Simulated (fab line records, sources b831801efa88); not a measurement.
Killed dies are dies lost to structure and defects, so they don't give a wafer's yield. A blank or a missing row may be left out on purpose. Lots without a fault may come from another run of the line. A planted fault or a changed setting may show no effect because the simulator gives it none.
fab line records | flow gf180mcu
record lots=12 wafers=36 last_day=34
route steps=602 shown M3@426 V3@445 TOP_METAL@568
lots that met no fault: from a run of the same line without faults
start_h: hours from the record's first day to the start of the lot's first wafer shown | wait_h: hours since the lot's step before | " the same as in the row above | L1.1+2: a row that stands for several wafers | - no value, or no start given | * or withheld: withheld | < > ~ a bound
route shown NAME@n: a module of which the file shows steps, and the number in the route of the first | usual: mean/standard deviation of fault-free wafers | same: alike in all rows | chamber/n: place in a boat | sites: the reading at each site | _std_site: their standard deviation | _edge_site: outer sites' mean less inner sites' | radius_mm: how far each site lies from the wafer's centre | mask NAME#n: copy n | behind: the tool/chamber that last shaped the wafer | hold: why the lot was held/for how many hours/how that ended | device: the transistor (n, p or np) that didn't switch | end of line: the same wafers' tests at the end of the route | a step without rows: its recipe alone | killed: dies lost to structure and defects at the first sort, not the wafer's yield | map: a wafer's dies, x killed, . not, _ none there
set.NAME: the setting as run; set.NAME@STEP: as run at that earlier step | model.NAME: the simulator's own value behind a step, which no gauge read
steps of the route over a sample of lots; a table a step, a row a wafer
services: from which hour (start_h, from the record's first day; less than 0 if before it) a tool's chamber was out of use, for how many hours, and why
## steps
# step GF_M3_STRIP_17
# recipe chemistry=O2/N2 power_w=1400 pressure_mtorr=1500 platen_temp_c=250 o2_flow_sccm=3000 n2_flow_sccm=300 overash_fraction=0.5
# usual drypump_motor_current_A=5.8/0.38 heater_power_w=331/47 oes_product_au=0.537/0.0047 strip_time_to_endpoint_s=7.37/0.047
# columns lot.wafer tool chamber start_h wait_h drypump_motor_current_A heater_power_w oes_product_au rf_hours_counter_h strip_time_to_endpoint_s
L804.2 plasma_asher-04 0 488.41 0.1 5.6 348 0.536 5 7.36
L804.4 " 0 " " 5.6 350 0.521 - 7.32
L804.5 " 0 " " 5.6 355 0.540 - 7.31
L803.3 plasma_asher-04 1 489.68 0.2 6.2 282 0.534 - 7.28
L803.4 " 0 " " 5.6 349 0.536 - 7.28
L803.5 " 1 " " 6.3 279 0.534 - 7.29
L805.1 plasma_asher-03 1 501.46 0.1 5.1 350 0.540 89 7.35
L805.4 " 1 " " 5.1 346 0.537 - 7.41
L805.6 " 0 " " 5.4 349 0.536 - 7.37
L806.1 plasma_asher-04 0 508.14 0.1 5.6 353 0.544 7 7.42
L806.2 " 1 " " 6.2 278 0.538 7 7.32
L806.5 " 0 " " 5.5 359 0.536 - 7.33
L808.3 plasma_asher-04 1 521.79 0.1 6.2 281 0.545 - 7.42
L808.4 " 0 " " 5.5 348 0.532 - 7.35
L808.5 " 0 " " 5.5 359 0.535 - 7.35
L811.1 plasma_asher-04 1 560.06 0.1 6.2 279 0.542 12 7.41
L811.3 " 1 " " 6.2 276 0.527 - 7.31
L811.4 " 0 " " 5.6 351 0.536 - 7.41
L813.1 plasma_asher-04 0 590.49 0.1 5.6 362 0.531 15 7.31
L813.3 " 0 " " 5.6 348 0.541 - 7.40
L813.6 " 1 " " 6.2 274 0.532 - 7.34
L817.2 plasma_asher-04 0 609.16 0.1 5.6 347 0.532 17 7.40
L817.3 " 1 " " 6.2 270 0.538 - 7.39
L817.6 " 0 " " 5.6 355 0.535 - 7.39
L819.2 plasma_asher-04 0 612.69 0.2 5.6 343 0.541 17 7.42
L819.4 " 0 " " 5.6 358 0.536 - 7.43
L819.5 " 0 " " 5.6 357 0.538 - 7.43
L821.3 plasma_asher-04 1 632.37 0.1 6.2 278 0.540 - 7.34
L821.4 " 0 " " 5.5 352 0.543 - 7.36
L821.6 " 1 " " 6.2 278 0.539 - 7.42
L822.1 plasma_asher-04 0 646.49 0.1 5.6 355 0.537 21 7.42
L822.5 " 1 " " 6.2 272 0.532 - 7.39
L822.6 " 0 " " 5.6 351 0.537 - 7.41
L826.1 plasma_asher-02 0 683.26 0.1 5.9 407 0.535 62 7.37
L826.4 " 0 " " 5.9 403 0.534 - 7.43
L826.5 " 1 " " 6.2 291 0.537 - 7.39
# step GF_V3_ETCH_16
# recipe chemistry=N2/H2 target_depth_a=withheld overetch_a=withheld time_s=withheld target=BARC ion_energy_ev=200 source_w=500 bias_w=100 pressure_mtorr=30 n2_flow_sccm=100 h2_flow_sccm=200
# usual drypump_motor_current_A=5.8/0.39 oes_product_au=0.855/0.0049 throttle_valve_pct=13.224/0.0094
# columns lot.wafer tool chamber start_h wait_h drypump_motor_current_A oes_product_au throttle_valve_pct
L804.2 rie_diel-01 0 512.91 0.0 6.6 0.855 13.227
L804.4 " 0 " " 6.6 0.859 13.239
L804.5 " 3 " " 6.4 0.856 13.223
L803.3 rie_diel-03 1 514.23 0.0 5.4 0.852 13.225
L803.4 " 1 " " 5.4 0.860 13.224
L803.5 " 3 " " 5.6 0.849 13.223
L805.1 rie_diel-01 2 526.26 0.0 5.8 0.861 13.219
L805.4 " 0 " " 6.6 0.858 13.248
L805.6 " 3 " " 6.4 0.859 13.215
L806.1 rie_diel-01 3 532.41 0.0 6.4 0.855 13.213
L806.2 " 2 " " 5.8 0.854 13.233
L806.5 " 0 " " 6.6 0.855 13.222
L808.3 rie_diel-03 3 544.55 0.0 5.5 0.853 13.226
L808.4 " 2 " " 5.7 0.848 13.243
L808.5 " 1 " " 5.4 0.856 13.206
L811.1 rie_diel-03 1 583.01 0.0 5.4 0.850 13.223
L811.3 " 2 " " 5.7 0.857 13.222
L811.4 " 3 " " 5.6 0.846 13.232
L813.1 rie_diel-03 3 612.51 0.0 5.5 0.857 13.223
L813.3 " 2 " " 5.7 0.855 13.226
L813.6 " 2 " " 5.7 0.861 13.216
L817.2 rie_diel-01 3 631.11 0.0 6.4 0.854 13.213
L817.3 " 1 " " 5.6 0.854 13.220
L817.6 " 2 " " 5.8 0.850 13.215
L819.2 rie_diel-03 1 634.60 0.0 5.4 0.853 13.228
L819.4 " 3 " " 5.5 0.848 13.207
L819.5 " 1 " " 5.4 0.861 13.223
L821.3 rie_diel-03 1 653.63 0.0 5.4 0.858 13.236
L821.4 " 0 " " 5.5 0.857 13.220
L821.6 " 0 " " 5.5 0.856 13.228
L822.1 rie_diel-04 3 667.87 0.0 6.0 0.841 13.230
L822.5 " 2 " " 6.3 0.853 13.212
L822.6 " 0 " " 6.3 0.852 13.239
L826.1 rie_diel-03 3 702.93 0.0 5.6 0.851 13.221
L826.4 " 0 " " 5.5 0.853 13.213
L826.5 " 0 " " 5.5 0.848 13.239
# step GF_V3_STRIP_18
# recipe chemistry=O2/N2 power_w=1400 pressure_mtorr=1500 platen_temp_c=250 o2_flow_sccm=3000 n2_flow_sccm=300 overash_fraction=0.5
# usual drypump_motor_current_A=5.7/0.36 heater_power_w=333/28 oes_product_au=0.593/0.0049
# columns lot.wafer tool chamber start_h wait_h drypump_motor_current_A heater_power_w oes_product_au rf_hours_counter_h
L804.2 plasma_asher-01 1 513.04 - 6.0 351 0.590 70
L804.4 " 0 " " 5.7 310 0.591 -
L804.5 " 0 " " 5.7 303 0.595 -
L803.3 plasma_asher-03 1 514.39 - 5.1 350 0.594 -
L803.4 " 0 " " 5.5 347 0.606 -
L803.5 " 0 " " 5.5 346 0.596 -
L805.1 plasma_asher-01 1 526.39 - 6.0 351 0.600 71
L805.4 " 1 " " 6.1 349 0.597 -
L805.6 " 0 " " 5.7 304 0.594 -
L806.1 plasma_asher-04 0 532.54 - 5.6 356 0.585 9
L806.2 " 1 " " 6.3 274 0.600 9
L806.5 " 1 " " 6.3 278 0.592 -
L808.3 plasma_asher-04 0 544.71 - 5.6 358 0.590 -
L808.4 " 1 " " 6.2 279 0.595 -
L808.5 " 1 " " 6.2 279 0.593 -
L811.1 plasma_asher-04 0 583.14 - 5.6 355 0.601 14
L811.3 " 1 " " 6.2 278 0.595 -
L811.4 " 0 " " 5.6 354 0.597 -
L813.1 plasma_asher-03 1 612.64 - 5.1 360 0.594 101
L813.3 " 1 " " 5.0 355 0.596 -
L813.6 " 0 " " 5.4 347 0.599 -
L817.2 plasma_asher-01 1 631.24 - 6.0 358 0.596 81
L817.3 " 1 " " 6.0 358 0.596 -
L817.6 " 1 " " 5.9 357 0.590 -
L819.2 plasma_asher-01 1 634.73 - 6.0 350 0.596 82
L819.4 " 1 " " 6.1 349 0.590 -
L819.5 " 1 " " 6.0 363 0.590 -
L821.3 plasma_asher-03 1 653.79 - 5.1 364 0.590 -
L821.4 " 0 " " 5.5 351 0.598 -
L821.6 " 0 " " 5.5 350 0.600 -
L822.1 plasma_asher-04 1 668.00 - 6.3 273 0.597 23
L822.5 " 0 " " 5.5 357 0.592 -
L822.6 " 1 " " 6.2 284 0.586 -
L826.1 plasma_asher-04 1 703.06 - 6.2 281 0.594 26
L826.4 " 1 " " 6.2 282 0.604 -
L826.5 " 1 " " 6.3 278 0.596 -
# step GF_TOP_METAL_SPUTTER_01
# recipe material=TiN target_thk_nm=30 power_w=6500 time_s=25 chamber_pressure_pa=0.4
# usual cathode_dc_power_W=6500.1/1.3 throttle_valve_pct=29.3/1.2
# columns lot.wafer tool chamber start_h wait_h cathode_dc_power_W throttle_valve_pct
L804.2 pvd_sputter-03 - 629.14 0.1 6501.0 28.7
L804.4 " - " " 6499.7 27.8
L804.5 " - " " 6499.8 27.8
L803.3 pvd_sputter-02 - 630.07 0.1 6501.0 31.2
L803.4 " - " " 6502.6 28.4
L803.5 " - " " 6500.9 28.4
L805.1 pvd_sputter-01 - 643.02 0.1 6500.2 30.5
L805.4 " - " " 6498.9 31.4
L805.6 " - " " 6501.2 30.6
L806.1 pvd_sputter-03 - 647.33 0.1 6502.6 30.2
L806.2 " - " " 6497.9 28.0
L806.5 " - " " 6501.0 27.6
L808.3 pvd_sputter-01 - 656.34 0.1 6500.5 29.5
L808.4 " - " " 6499.9 30.5
L808.5 " - " " 6499.6 31.8
L811.1 pvd_sputter-02 - 690.84 0.1 6500.0 31.0
L811.3 " - " " 6502.0 28.5
L811.4 " - " " 6501.1 28.8
L813.1 pvd_sputter-03 - 718.41 0.1 6501.3 27.6
L813.3 " - " " 6500.6 28.7
L813.6 " - " " 6501.3 27.8
L817.2 pvd_sputter-01 - 733.07 0.1 6053.6 31.5
L817.3 " - " " 6055.0 29.0
L817.6 " - " " 6053.2 28.7
L819.2 pvd_sputter-01 - 737.56 0.1 6056.3 31.9
L819.4 " - " " 6055.6 29.2
L819.5 " - " " 6054.4 29.1
L821.3 pvd_sputter-02 - 753.02 0.1 6499.4 31.1
L821.4 " - " " 6498.4 29.5
L821.6 " - " " 6501.9 29.6
L822.1 pvd_sputter-02 - 764.23 0.1 6497.7 31.2
L822.5 " - " " 6501.2 28.4
L822.6 " - " " 6499.4 29.0
L826.1 pvd_sputter-02 - 794.72 0.1 6501.1 28.3
L826.4 " - " " 6501.1 31.1
L826.5 " - " " 6499.8 28.1
## services
# columns tool chamber start_h hours kind
plasma_asher-03 - 468.52 2.8 pm
rie_diel-01 1 480.07 18.9 repair
rie_diel-03 - 480.96 2.8 pm
rie_diel-03 3 494.91 10.3 repair
pvd_sputter-02 - 497.53 7.3 repair
plasma_asher-01 - 501.99 3.7 repair
pvd_sputter-02 - 507.07 1.8 repair
rie_diel-01 1 511.84 4.3 repair
plasma_asher-02 - 537.01 2.8 pm
rie_diel-03 0 539.77 6.6 repair
rie_diel-01 - 565.12 0.6 repair
plasma_asher-04 - 578.12 2.8 pm
rie_diel-01 2 585.84 6.3 repair
pvd_sputter-03 - 595.16 1.3 repair
plasma_asher-03 - 627.30 0.8 repair
pvd_sputter-03 - 639.34 1.7 repair
rie_diel-03 - 661.66 1.0 repair
rie_diel-03 3 668.39 8.8 repair
plasma_asher-01 - 669.88 1.0 repair
rie_diel-01 0 722.73 3.1 repair
pvd_sputter-03 - 730.58 2.5 repair
plasma_asher-03 - 733.75 9.0 pm
pvd_sputter-03 - 765.78 2.8 repair
rie_diel-03 - 775.29 28.1 pm
## key
first_sign step=GF_TOP_METAL_SPUTTER_01 reading=cathode_dc_power_W direction=down sigmas=99+ usual=6500.1 struck=6054.7
effect none on later readings
met_at GF_TOP_METAL_SPUTTER_01
struck_lots L817,L819
not_acting_at GF_M3_STRIP_17,GF_V3_ETCH_16,GF_V3_STRIP_18
onset_between 656.34 733.07
fault kind=process_parameter_drift tool=pvd_sputter-01 chamber=- onset_h=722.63 steps=GF_TOP_METAL_SPUTTER_01 channel=power_w offset=-445.4 shape=step end_h=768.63 acts_in=these_recipes_only stated=6500
